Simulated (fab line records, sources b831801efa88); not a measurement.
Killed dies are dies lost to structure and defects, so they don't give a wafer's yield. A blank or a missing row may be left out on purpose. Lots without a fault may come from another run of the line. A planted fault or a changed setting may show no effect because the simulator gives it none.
A struck lot beside a sound one | flow sfq_line | 42 steps out of a route of 325
Sound: wafers L435.1, L435.4, L435.6. Struck: wafer L444.4. (L444.1, L444.5 of the same lot were not struck and are left out.) The cause comes at the end.
At each step with rows: each side's tool, then ch and its chambers, then its first start. Under that, the readings that differ: sound wafers | struck wafers | difference of the means | sigmas: that difference in standard deviations of wafers without a fault.
alike: readings whose means differ by less than 2 such deviations, and words and numbers that are the same on both sides. not compared: withheld readings, readings that some wafer has no value for, bounds like >300 that may hide the same value, and numbers for which the record gives no deviation and whose values overlap.
The two part at a step that has a row with sigmas, a row that says differs or no value, or rows on one side only. Numbers that don't overlap but have no deviation are shown without sigmas and don't part them. A reading that every wafer of one side lacks parts them only if that side has two wafers or more.

first, 6 steps without rows for these wafers: SFQ_TRILAYER_M4_LITHO_COAT_098 (resist thk 62 nm); SFQ_TRILAYER_M4_LITHO_COAT_093 (resist thk 600 nm); SFQ_TRILAYER_M4_LITHO_SOFTBAKE_097; SFQ_TRILAYER_M4_LITHO_EXPOSE_094 (exposes mask M4, target cd 500 nm); SFQ_TRILAYER_M4_LITHO_PEB_096 (peb time 60 s); SFQ_TRILAYER_M4_LITHO_DEVELOP_095 (time 60 s).
SFQ_M4_OVL_MEAS_926:
  sound on overlay-01, day 50 01:35; struck on overlay-01, day 62 02:33
  alike: M4_OVL
then, 1 step without rows for these wafers: SFQ_TRILAYER_M4_BARC_OPEN_METAL_ETCH_123 (etches BARC in O2, target depth 125 nm, time 41.7 s).
SFQ_TRILAYER_M4_ETCH_METAL_ETCH_096: etches Nb in Cl2/Ar, stops on SiO2, target depth 240 nm, time 120 s.
  sound on rie_metal-02 ch 0,1, day 50 01:41; struck on rie_metal-02 ch 0, day 62 02:39
  alike: drypump_motor_current_A, oes_product_au
  not compared: rf_hours_counter_h
then, 3 steps without rows for these wafers: SFQ_TRILAYER_M4_STRIP_STRIP_097 (strips in O2); SFQ_TRILAYER_M4_STRIP_SOLV_CLEAN_098 (cleans in NMP, time 600 s); SFQ_TRILAYER_I4_DEP_PECVD_099 (deposits SiO2 from SiH4/N2O, time 111.11 s, target thk 500 nm).
SFQ_TRILAYER_I4_CMP_CMP_100: polishes SiO2.
  sound on cmp-02 ch 1,2, day 50 13:59; struck on cmp-02 ch 2, day 62 03:37
  reading                                             | sound             | struck | difference | sigmas
  motor_current_A (A)                                 | 13.3 10.3 14.6    | 9.9    | -2.8       | -2
  time_to_endpoint_s (s)                              | 222 220 224       | 251    | +29        | +4
  model.SiO2_of_TRILAYER_I4_DEP_PECVD_099.thk_nm (nm) | 199.9 198.8 199.6 | 149.2  | -50.2      |
  alike: edge_zone_pressure_frac, head_pressure_psi
SFQ_I4_BOW_MEAS_927:
  sound on film_metro-04, day 50 16:29; struck on film_metro-04, day 62 07:56
  not compared: I4_BOW
SFQ_TRILAYER_I4_METRO_MEASURE_101:
  sound on film_metro-04, day 50 16:37; struck on film_metro-04, day 62 11:44
  reading     | sound             | struck | difference | sigmas
  thk_nm (nm) | 199.8 198.9 199.8 | 149.4  | -50.1      | -46
then, 6 steps without rows for these wafers: SFQ_TRILAYER_I4_VIA_LITHO_COAT_108 (resist thk 62 nm); SFQ_TRILAYER_I4_VIA_LITHO_COAT_103 (resist thk 650 nm); SFQ_TRILAYER_I4_VIA_LITHO_SOFTBAKE_107; SFQ_TRILAYER_I4_VIA_LITHO_EXPOSE_104 (exposes mask I4, target cd 700 nm); SFQ_TRILAYER_I4_VIA_LITHO_PEB_106 (peb time 60 s); SFQ_TRILAYER_I4_VIA_LITHO_DEVELOP_105 (time 60 s).
SFQ_I4_OVL_MEAS_928:
  sound on overlay-02, day 55 09:32; struck on overlay-02, day 62 19:23
  alike: I4_OVL
then, 1 step without rows for these wafers: SFQ_TRILAYER_I4_VIA_BARC_OPEN_VIA_ETCH_146 (etches BARC in O2, target depth 125 nm, time 41.7 s).
SFQ_TRILAYER_I4_VIA_ETCH_VIA_ETCH_106: etches SiO2 in CHF3, stops on Nb, target depth 260 nm.
  sound on rie_diel-02 ch 0,1,2, day 55 09:37; struck on rie_diel-04 ch 0, day 62 19:28
  reading                        | sound             | struck | difference | sigmas
  oes_product_au (a.u.)          | 0.860 0.861 0.855 | 0.729  | -0.130     | -24
  model.etch.depth_nm (nm)       | 199.9 198.8 199.6 | 149.2  | -50.2      |
  model.I4.feature_depth_nm (nm) | 199.9 198.8 199.6 | 149.2  | -50.2      |
  alike: drypump_motor_current_A
then, 3 steps without rows for these wafers: SFQ_TRILAYER_I4_VIA_STRIP_STRIP_107 (strips in O2); SFQ_TRILAYER_I4_VIA_STRIP_SOLV_CLEAN_108 (cleans in NMP, time 600 s); SFQ_TRILAYER_JJ_TRILAYER_DEP_PRE_CLEAN_113 (time 22.5 s).
SFQ_TRILAYER_JJ_TRILAYER_DEP_SPUTTER_109: material Nb, target thk 150 nm, time 100 s.
  sound on pvd_sputter-05, day 55 10:31; struck on pvd_sputter-05, day 62 21:45
  alike: throttle_valve_pct
SFQ_TRILAYER_JJ_TRILAYER_DEP_SPUTTER_110: material Al, target thk 8 nm, time 10 s.
  sound on pvd_sputter-05, day 55 10:36; struck on pvd_sputter-05, day 62 21:49
  alike: throttle_valve_pct
then, 2 steps without rows for these wafers: SFQ_TRILAYER_JJ_TRILAYER_DEP_AL_OXIDATION_111 (oxidation time 600 s); SFQ_TRILAYER_JJ_TRILAYER_DEP_SPUTTER_112 (material Nb, target thk 170 nm, time 113.3 s).
SFQ_JJ_RS_MEAS_929: measures by four-point-probe.
  sound on film_metro-01, day 55 11:42; struck on film_metro-01, day 62 22:55
  alike: JJ_NB_RS
then, 6 steps without rows for these wafers: SFQ_TRILAYER_JJ_CE_LITHO_COAT_119 (resist thk 62 nm); SFQ_TRILAYER_JJ_CE_LITHO_COAT_114 (resist thk 600 nm); SFQ_TRILAYER_JJ_CE_LITHO_SOFTBAKE_118; SFQ_TRILAYER_JJ_CE_LITHO_EXPOSE_115 (exposes mask J5, target cd 700 nm); SFQ_TRILAYER_JJ_CE_LITHO_PEB_117 (peb time 60 s); SFQ_TRILAYER_JJ_CE_LITHO_DEVELOP_116 (time 60 s).
SFQ_JJ_OVL_MEAS_931:
  sound on overlay-01, day 60 16:42; struck on overlay-02, day 63 01:54
  alike: J5_OVL
SFQ_TRILAYER_JJ_CE_METRO_MEASURE_117:
  sound on cd_sem-01, day 60 16:44; struck on cd_sem-02, day 63 01:56
  alike: cd_nm
SFQ_TRILAYER_JJ_CE_BARC_OPEN_RIE_150: chemistry O2, target BARC, target depth 240 nm, time 80 s.
  sound on rie_metal-03 ch 0,1, day 60 17:56; struck on rie_metal-02 ch 1, day 63 03:08
  reading               | sound             | struck | difference | sigmas
  oes_product_au (a.u.) | 0.537 0.534 0.533 | 0.545  | +0.010     | +2
  alike: drypump_motor_current_A
  not compared: rf_hours_counter_h
-- the record jumps here: 4 days lie between the struck wafers' starts before and after --
SFQ_TRILAYER_M5_ETCH_METAL_ETCH_126: etches Nb in Cl2/BCl3, stops on SiO2, time 203.2 s, target depth 265 nm.
  sound on rie_metal-04 ch 0,1, day 65 09:24; struck on rie_metal-04 ch 0, day 67 11:53
  reading                                             | sound             | struck | difference | sigmas
  model.SiO2_of_TRILAYER_I4_DEP_PECVD_099.thk_nm (nm) | 180.1 179.1 180.1 | 129.4  | -50.4      |
  alike: drypump_motor_current_A, oes_product_au
  not compared: rf_hours_counter_h

WHERE THEY PART
First at SFQ_TRILAYER_I4_CMP_CMP_100; last, within this record, at SFQ_TRILAYER_JJ_CE_BARC_OPEN_RIE_150. Later steps at which nothing parts them and some readings are alike: SFQ_TRILAYER_M5_ETCH_METAL_ETCH_126.

WHY: what the simulator had put in
Process parameter drift: cmp-02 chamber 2, from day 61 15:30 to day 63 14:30, at SFQ_TRILAYER_I4_CMP_CMP_100. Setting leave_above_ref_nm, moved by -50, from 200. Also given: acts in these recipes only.
